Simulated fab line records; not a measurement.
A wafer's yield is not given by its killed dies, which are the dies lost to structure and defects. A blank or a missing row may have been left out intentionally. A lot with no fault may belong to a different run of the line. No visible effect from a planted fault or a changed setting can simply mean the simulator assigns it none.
Which of the tools did it? + flow gf180mcu + 33 wafers from 11 lots sampled at 4 of the route's 602 steps

WHAT THE GAUGES READ, wafer by wafer
GF_HV_LDD_RS_MEAS_53: uses a four-point probe to measure.
| lot  | measured     | on            | HV_LDD_RS (ohm/sq) |
|------|--------------|---------------|--------------------|
| L311 | day 12 19:53 | film-metro-02 | 418.8 418.8 418.6  |
| L313 | day 13 16:40 | film-metro-04 | 417.7 419.2 418.2  |
| L314 | day 14 00:03 | film-metro-04 | 419.6 418.7 418.0  |
| L315 | day 14 03:30 | film-metro-04 | 418.7 419.4 419.8  |
| L316 | day 14 12:44 | film-metro-01 | 419.2 417.9 418.2  |
| L321 | day 16 04:59 | film-metro-02 | - - -              |
| L322 | day 16 12:29 | film-metro-02 | 419.7 420.1 420.9  |
| L324 | day 17 02:40 | film-metro-02 | - - -              |
| L330 | day 19 04:22 | film-metro-01 | 419.4 418.8 419.0  |
| L332 | day 19 22:11 | film-metro-02 | 418.8 418.1 418.5  |
| L333 | day 20 05:33 | film-metro-02 | 420.3 419.0 419.3  |

TOOL THAT RAN EACH LOT (tool first, then ch and the chambers of the sampled wafers, then the start)
| lot  | GF_LVPWELL_STRIP_10                 | GF_POLY_GATE_ETCH_12               | GF_HV_LDD_IMPLANT_33            |
|------|-------------------------------------|------------------------------------|---------------------------------|
| L311 | plasma-asher-02 ch 0,1, day 4 03:43 | rie-diel-02 ch 0,1, day 9 15:05    | implanter-04 ch 0, day 12 00:09 |
| L313 | plasma-asher-04 ch 0,1, day 4 14:43 | rie-diel-04 ch 0,3, day 10 08:26   | implanter-01 ch 0, day 12 19:35 |
| L314 | plasma-asher-03 ch 0,1, day 4 19:55 | rie-diel-03 ch 0,1,2, day 10 13:55 | implanter-04 ch 0, day 13 03:10 |
| L315 | plasma-asher-04 ch 0,1, day 5 01:31 | rie-diel-03 ch 0,3, day 10 17:56   | implanter-02 ch 0, day 13 06:10 |
| L316 | plasma-asher-03 ch 1, day 5 08:21   | rie-diel-03 ch 1,2, day 11 02:44   | implanter-01 ch 0, day 13 14:57 |
| L321 | plasma-asher-04 ch 0,1, day 6 09:50 | rie-diel-04 ch 2,3, day 12 14:14   | implanter-01 ch 0, day 15 05:44 |
| L322 | plasma-asher-03 ch 0,1, day 6 17:20 | rie-diel-03 ch 0,1,2, day 12 21:13 | implanter-02 ch 0, day 15 12:51 |
| L324 | plasma-asher-02 ch 0,1, day 7 04:03 | rie-diel-04 ch 0,1,2, day 13 09:14 | implanter-01 ch 0, day 16 03:04 |
| L330 | plasma-asher-04 ch 0,1, day 8 13:34 | rie-diel-04 ch 0,1, day 15 04:41   | implanter-02 ch 0, day 18 03:10 |
| L332 | plasma-asher-02 ch 0,1, day 9 01:04 | rie-diel-03 ch 1,2, day 15 20:05   | implanter-04 ch 0, day 18 21:25 |
| L333 | plasma-asher-02 ch 0,1, day 9 06:40 | rie-diel-02 ch 0,1,3, day 16 02:02 | implanter-02 ch 0, day 19 02:01 |
- GF_LVPWELL_STRIP_10: strips in O2/N2.
- GF_POLY_GATE_ETCH_12: etches BARC in N2/H2.
- GF_HV_LDD_IMPLANT_33

THE ANSWER, worked out from the rows above alone
Rule: the lots themselves supply what counts as usual. The widest of any qualifying gaps counts: lots, ordered by their means at a reading, are off when they make up no more than a third of the lots, leave a main group of 4 or more, and stand apart from it by 3 or more times the standard deviation of that group's means. A main group is skipped when, at the precision printed for the reading in the tables above, its means are all equal. Also off: a lot with no number at a reading for which 4 or more lots have one. Where the step has rows for the other lots, those lots are counted as sound.
Off: at GF_HV_LDD_RS_MEAS_53 (HV_LDD_RS), L321, L324. Without a number there: L321, L324. The main group: mean 419.0 ohm/sq, standard deviation 0.58.
A tool fits if, at a process step before that reading, it ran every lot that is off, and no sound lot after the first of them. Those tools and the gauges at GF_HV_LDD_RS_MEAS_53 are tried in the same way. One fits: implanter-01 at GF_HV_LDD_IMPLANT_33. Its last sound lot is L316 (day 13 14:57), its first lot that is off L321 (day 15 05:44): a fault that began between those two fits.

WHAT WAS PUT IN BY THE SIMULATOR
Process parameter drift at GF_HV_LDD_IMPLANT_33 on implanter-01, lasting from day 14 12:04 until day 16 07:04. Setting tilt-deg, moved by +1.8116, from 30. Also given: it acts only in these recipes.
Shown lots that were struck: L321, L324. The same result came from the rule above.
